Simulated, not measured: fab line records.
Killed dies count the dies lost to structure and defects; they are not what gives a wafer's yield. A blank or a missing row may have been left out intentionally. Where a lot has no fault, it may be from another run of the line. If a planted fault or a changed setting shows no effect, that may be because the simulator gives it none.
8D (eight disciplines) problem report, filled in by code -- flow sky130 -- the parts of the form that need people (team, actions taken, sign-off) are left out

1. THE PROBLEM
VIA1_W_RS at SKY_VIA1_RS_MEAS_22 reads a mean of 0.460 ohm/sq on 2 wafers of 2 lots; wafers without a fault read 0.430 ohm/sq with a standard deviation of 0.0046. Relative to the usual mean, that is a shift of +6.5 standard deviations.
The step: measures by four-point-probe.
Seen first at day 37 14:38 on film metro-04, wafer L325.2. At this step, 34 wafers from 12 lots have a number in the record. Rule for "out", or "out of limits": more than 4 standard deviations from the usual mean. All remaining wafers that have a number are taken as sound.

2. WHAT IT IS; WHAT IT IS NOT
question,is,is not
which readings at this step,VIA1_W_RS,-
which lots,"L325, L326","L315, L316, L317, L318, L320, L321, L333, L334, L336, L337"
which wafers of those lots,"L325.2, L326.2","L325.3, L326.3"
read on which gauges,"film metro-01, film metro-04",film metro-03
when,from day 37 14:38,"up to then (19 sound wafers); but 13 sound wafers of L326, L333, L334, L336, L337 came after"

3. SUSPECTS, AND WHAT RULES EACH OUT
Counting: if a tool at a process step up to the reading ran every lot that is out, it stays a suspect. Sound lots after the first of them don't rule it out here, since some wafers of a struck lot are sound.
- the gauge at SKY_VIA1_RS_MEAS_22: ruled out. Those wafers that are out were read across 2 gauges (film metro-01, film metro-04).
- pvd sputter-04 at SKY_VIA1_SPUTTER_20 (material TiN, target thk 20 nm, time 80 s): kept. Every lot that is out went through it, the first being L325 (day 37 14:28); the last sound lot it ran before that was L321 (day 36 09:05).
- cvd w-01 at SKY_VIA1_CVD_21 (deposits W, target thk 270 nm, time 80.902 s): kept. Every lot that is out went through it, the first being L325 (day 37 14:32); the last sound lot it ran before that was L321 (day 36 09:10).
After counting, pvd sputter-04 at SKY_VIA1_SPUTTER_20 and cvd w-01 at SKY_VIA1_CVD_21 remain.

4. THE CAUSE (what the simulator had put in)
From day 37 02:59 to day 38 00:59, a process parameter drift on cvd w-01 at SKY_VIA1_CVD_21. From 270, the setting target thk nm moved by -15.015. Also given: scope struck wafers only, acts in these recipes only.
Counting left 2 suspects, and this tool is among them.

5. THE EFFECT CHAIN, in route order
One row per reading whose mean, taken over the struck wafers that have a number, lies over 3 standard deviations from the usual. Readings are gone through only where the record gives a usual standard deviation; hours: the median, over the lots, of the time from a lot's start at the first step in this table giving one to that lot's start at this step; sigmas: the change measured in usual standard deviations.
hours,step,reading,usual,on struck wafers,change,sigmas
0,SKY_VIA1_RS_MEAS_22,VIA1_W_RS,0.430 ohm/sq,0.460,+0.030,+6.5
0,SKY_VIA1_THK_MEAS_23,VIA1_W_THK,266 nm,250,-16,-4.9
At these later measuring or inspecting steps, every struck wafer for which the step has a row has a number for every such reading, and none has moved that far: SKY_VIA2_THK_MEAS_23.

6. WHAT WOULD HAVE CAUGHT IT SOONER
Counted from the fault's start at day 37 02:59, it took 12 hours until the first out-of-limits reading at a measuring or inspecting step in this record, taken at day 37 14:38.
Tool readings at SKY_VIA1_CVD_21 with a usual standard deviation given in the record: none out on any struck wafer, hence no alarm at a limit of 4 standard deviations on them.
Among the 2 lots that are out, L326 began SKY_VIA1_CVD_21 on cvd w-01 after day 37 14:38. Had the tool been put on hold then, it would have been spared.
